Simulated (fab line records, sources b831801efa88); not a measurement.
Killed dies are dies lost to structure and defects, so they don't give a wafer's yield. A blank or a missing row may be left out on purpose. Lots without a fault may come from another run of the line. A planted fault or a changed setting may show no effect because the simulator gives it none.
Which tool did it? | flow sky130 | 12 lots, 36 wafers sampled, at 3 steps of a route of 708

WHAT THE GAUGES READ, wafer by wafer
SKY_SONOS_ONO_THK_MEAS_01. Usual: SONOS_ONO_OXIDATION_THK 2.59 nm, standard deviation 0.059.
lot  | measured     | on            | SONOS_ONO_OXIDATION_THK (nm) | flag
L823 | day 11 21:02 | film_metro-04 | 2.56 2.46 2.54               |
L824 | day 11 22:46 | film_metro-03 | 2.56 2.52 2.42               |
L826 | day 12 20:04 | film_metro-03 | 2.63 2.69 2.68               |
L831 | day 14 10:59 | film_metro-03 | 2.84 2.79 2.81               | OFF
L837 | day 16 08:31 | film_metro-03 | 2.61 2.62 2.52               |
L838 | day 16 11:35 | film_metro-04 | 2.57 2.58 2.56               |
L839 | day 17 05:34 | film_metro-04 | 2.62 2.66 2.62               |
L840 | day 18 05:05 | film_metro-02 | 2.65 2.68 2.60               |
L841 | day 18 08:12 | film_metro-03 | 2.54 2.61 2.58               |
L842 | day 18 10:18 | film_metro-04 | 2.66 2.64 2.65               |
L843 | day 18 16:16 | film_metro-03 | 2.59 2.60 2.60               |
L844 | day 18 23:21 | film_metro-03 | 2.56 2.49 2.46               |

SKY_VIA1_BOW_MEAS_03. Usual: VIA1_BOW 79 um, standard deviation 7.
lot  | measured     | on            | VIA1_BOW (um) | flag
L823 | day 33 00:41 | film_metro-04 | 77 67 65      |
L824 | day 33 11:31 | film_metro-03 | 93 70 80      |
L826 | day 34 06:32 | film_metro-04 | 78 100 85     |
L831 | day 35 21:20 | film_metro-04 | 77 72 71      |
L837 | day 37 14:31 | film_metro-01 | 73 70 72      |
L838 | day 37 19:46 | film_metro-01 | 83 70 84      |
L839 | day 38 09:12 | film_metro-04 | 87 78 83      |
L840 | day 39 05:54 | film_metro-01 | 86 80 85      |
L841 | day 39 09:18 | film_metro-04 | 79 72 72      |
L842 | day 39 11:20 | film_metro-01 | 80 82 86      |
L843 | day 39 15:55 | film_metro-01 | 90 83 76      |
L844 | day 39 22:31 | film_metro-04 | 95 71 72      |

WHICH TOOL RAN EACH LOT (tool, then ch and the chambers of the sampled wafers, then the start)
lot  | SKY_SONOS_ONO_OXIDATION_00
L823 | furnace-01 ch 0, day 11 19:41
L824 | furnace-02 ch 0, day 11 21:26
L826 | furnace-01 ch 0, day 12 18:42
L831 | furnace-01 ch 0, day 14 09:38
L837 | furnace-02 ch 0, day 16 07:10
L838 | furnace-02 ch 0, day 16 10:15
L839 | furnace-02 ch 0, day 17 04:13
L840 | furnace-02 ch 0, day 18 03:43
L841 | furnace-02 ch 0, day 18 06:51
L842 | furnace-01 ch 0, day 18 08:56
L843 | furnace-01 ch 0, day 18 14:56
L844 | furnace-02 ch 0, day 18 21:59
- SKY_SONOS_ONO_OXIDATION_00: stabilise 600 s, purge 300 s, target thk 2.6 nm.

WHAT THE TOOLS THEMSELVES READ (means of the sampled wafers that have a number; where no wafer has one, the mark that the record gives instead)
SKY_SONOS_ONO_OXIDATION_00. Usual: spike_tc_top_C 813 C, standard deviation 4.4; zone_power_lower_pct 14.5 %, standard deviation 1.8.
lot  | tool       | spike_tc_top_C (C) | zone_power_lower_pct (%) | flag
L823 | furnace-01 | 808                | 12.1                     |
L824 | furnace-02 | 818                | 16.0                     |
L826 | furnace-01 | 808                | 12.2                     |
L831 | furnace-01 | 807                | 12.2                     |
L837 | furnace-02 | 815                | 15.9                     |
L838 | furnace-02 | 816                | 15.7                     |
L839 | furnace-02 | 817                | 15.8                     |
L840 | furnace-02 | 816                | 15.7                     |
L841 | furnace-02 | 817                | 15.9                     |
L842 | furnace-01 | 807                | 12.1                     |
L843 | furnace-01 | 808                | 12.3                     |
L844 | furnace-02 | 817                | 15.8                     |

THE ANSWER, worked out from the rows above alone
Rule: a lot is off if the mean of its wafers that have a number lies more than 3 standard deviations from the usual mean. A lot without any number at a reading at which 4 lots or more have one is off too. The other lots that the step has rows for count as sound. The gauges are gone through in route order, then the tools' own readings, and for those a lot's mean is taken as printed above. The first step at which some lot is off is used, and at that step the reading that is off furthest; a lot without a number counts as furthest.
Off: L831, at SKY_SONOS_ONO_THK_MEAS_01 (SONOS_ONO_OXIDATION_THK).
A tool fits if, at a process step before that reading, it ran every lot that is off, and no sound lot after the first of them. The gauges at SKY_SONOS_ONO_THK_MEAS_01 are tried like those tools. None of those tried fits.

WHAT THE SIMULATOR HAD PUT IN
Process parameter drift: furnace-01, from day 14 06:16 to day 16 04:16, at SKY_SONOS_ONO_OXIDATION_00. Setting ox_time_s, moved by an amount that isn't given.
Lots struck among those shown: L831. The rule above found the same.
